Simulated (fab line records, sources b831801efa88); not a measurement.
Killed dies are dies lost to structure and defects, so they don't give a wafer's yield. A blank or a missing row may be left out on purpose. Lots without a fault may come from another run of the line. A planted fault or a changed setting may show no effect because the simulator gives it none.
Tool commonality check | flow gf180mcu | 11 lots, 33 wafers sampled

WHY IT WAS OPENED
At GF_HV_LDD_THK_MEAS_57 the reading HV_LDD_CVD_56_THK is flagged on 1 of 11 lots. Wafers without a fault read 89.8 nm, standard deviation 0.82.
Rule: a lot is flagged when every wafer of it that has a number lies more than 4 standard deviations from that mean, or none has a number. The other lots count as sound.

lot  | measured     | on            | HV_LDD_CVD_56_THK (nm), wafer by wafer | flag
L993 | day 12 17:22 | film_metro-02 | 89.6 88.8 88.6                         |
L994 | day 13 02:46 | film_metro-01 | 89.6 89.8 89.6                         |
L996 | day 13 19:07 | film_metro-02 | 89.2 89.7 89.6                         |
L997 | day 14 06:16 | film_metro-02 | 89.1 89.8 90.0                         |
L100 | day 14 21:10 | film_metro-04 | 45.6 46.0 45.8                         | FLAGGED
L109 | day 17 22:49 | film_metro-04 | 89.2 89.5 90.1                         |
L110 | day 18 10:14 | film_metro-01 | 92.2 91.8 91.5                         |
L112 | day 18 18:06 | film_metro-04 | 90.5 90.0 90.7                         |
L113 | day 19 09:22 | film_metro-01 | 89.1 88.7 89.5                         |
L114 | day 19 10:31 | film_metro-02 | 89.7 89.2 90.0                         |
L116 | day 20 04:42 | film_metro-01 | 90.0 90.1 89.4                         |
The numbers of the flagged lots are 45.8 nm on average: -44.0 nm against the usual, or -54 standard deviations.

WHICH TOOL RAN EACH LOT
The record holds 3 process steps before the reading, out of a route of 602 steps. In each cell: the tool, then ch and the chambers that the sampled wafers went through, then the start.
lot  | flag    | GF_POLY_GATE_STRIP_14                | GF_HV_LDD_STRIP_49                   | GF_HV_LDD_CVD_56
L993 |         | plasma_asher-01 ch 0,1, day 9 08:14  | plasma_asher-01 ch 0,1, day 12 14:28 | lpcvd-02 ch 0, day 12 15:56
L994 |         | plasma_asher-04 ch 0,1, day 9 12:38  | plasma_asher-03 ch 0,1, day 12 22:14 | lpcvd-01 ch 1, day 13 01:20
L996 |         | plasma_asher-04 ch 0,1, day 10 05:20 | plasma_asher-01 ch 0,1, day 13 16:12 | lpcvd-01 ch 0, day 13 17:41
L997 |         | plasma_asher-04 ch 0,1, day 10 12:44 | plasma_asher-02 ch 1, day 14 03:20   | lpcvd-01 ch 1, day 14 04:49
L100 | FLAGGED | plasma_asher-01 ch 0,1, day 11 08:05 | plasma_asher-01 ch 0,1, day 14 18:15 | lpcvd-02 ch 0, day 14 19:44
L109 |         | plasma_asher-03 ch 0,1, day 13 23:37 | plasma_asher-01 ch 0,1, day 17 19:54 | lpcvd-02 ch 0, day 17 21:23
L110 |         | plasma_asher-04 ch 0,1, day 14 09:23 | plasma_asher-01 ch 0,1, day 18 07:20 | lpcvd-01 ch 0, day 18 08:47
L112 |         | plasma_asher-04 ch 1, day 14 18:20   | plasma_asher-03 ch 0,1, day 18 15:10 | lpcvd-02 ch 1, day 18 16:40
L113 |         | plasma_asher-01 ch 0,1, day 15 05:05 | plasma_asher-03 ch 0,1, day 19 06:27 | lpcvd-01 ch 1, day 19 07:56
L114 |         | plasma_asher-03 ch 0,1, day 15 07:17 | plasma_asher-02 ch 0,1, day 19 07:36 | lpcvd-02 ch 1, day 19 09:05
L116 |         | plasma_asher-03 ch 0,1, day 15 22:50 | plasma_asher-02 ch 0,1, day 20 01:05 | lpcvd-01 ch 1, day 20 02:34
What these steps do:
- GF_POLY_GATE_STRIP_14: strips in O2/N2.
- GF_HV_LDD_STRIP_49: strips in O2/N2.
- GF_HV_LDD_CVD_56: deposits Si3N4 from DCS/NH3, target thk 90 nm, time 1543 s.
- GF_HV_LDD_THK_MEAS_57

FLAGGED OVER TOTAL, TOOL BY TOOL (the gauges that took the reading come last)
step                  | tool            | lots run | flagged | share of the flagged lots | sound lots run after its first flagged lot
GF_POLY_GATE_STRIP_14 | plasma_asher-01 | 3        | 1       | all                       | 1 (L113)
GF_POLY_GATE_STRIP_14 | plasma_asher-03 | 3        | 0       | none                      | -
GF_POLY_GATE_STRIP_14 | plasma_asher-04 | 5        | 0       | none                      | -
GF_HV_LDD_STRIP_49    | plasma_asher-01 | 5        | 1       | all                       | 2 (L109,L110)
GF_HV_LDD_STRIP_49    | plasma_asher-02 | 3        | 0       | none                      | -
GF_HV_LDD_STRIP_49    | plasma_asher-03 | 3        | 0       | none                      | -
GF_HV_LDD_CVD_56      | lpcvd-01        | 6        | 0       | none                      | -
GF_HV_LDD_CVD_56      | lpcvd-02        | 5        | 1       | all                       | 3 (L109,L112,L114)
GF_HV_LDD_THK_MEAS_57 | film_metro-01   | 4        | 0       | none                      | -
GF_HV_LDD_THK_MEAS_57 | film_metro-02   | 4        | 0       | none                      | -
GF_HV_LDD_THK_MEAS_57 | film_metro-04   | 3        | 1       | all                       | 2 (L109,L112)

WHAT THE TABLE ALLOWS
4 rows of the table ran every flagged lot: plasma_asher-01 at GF_POLY_GATE_STRIP_14, plasma_asher-01 at GF_HV_LDD_STRIP_49, lpcvd-02 at GF_HV_LDD_CVD_56, film_metro-04 at GF_HV_LDD_THK_MEAS_57.
- plasma_asher-01 at GF_POLY_GATE_STRIP_14: 1 of its 3 lots flagged. Sound lots ran on it after the first flagged one (L113), which a lasting fault on the whole tool wouldn't allow.
- plasma_asher-01 at GF_HV_LDD_STRIP_49: 1 of its 5 lots flagged. Sound lots ran on it after the first flagged one (L109, L110), which a lasting fault on the whole tool wouldn't allow.
- lpcvd-02 at GF_HV_LDD_CVD_56: 1 of its 5 lots flagged. Sound lots ran on it after the first flagged one (L109, L112, L114), which a lasting fault on the whole tool wouldn't allow.
- film_metro-04 at GF_HV_LDD_THK_MEAS_57: 1 of its 3 lots flagged. Sound lots ran on it after the first flagged one (L109, L112), which a lasting fault on the whole tool wouldn't allow.
No row of the table ran every flagged lot and no sound lot after the first.

WHAT THE SIMULATOR HAD PUT IN
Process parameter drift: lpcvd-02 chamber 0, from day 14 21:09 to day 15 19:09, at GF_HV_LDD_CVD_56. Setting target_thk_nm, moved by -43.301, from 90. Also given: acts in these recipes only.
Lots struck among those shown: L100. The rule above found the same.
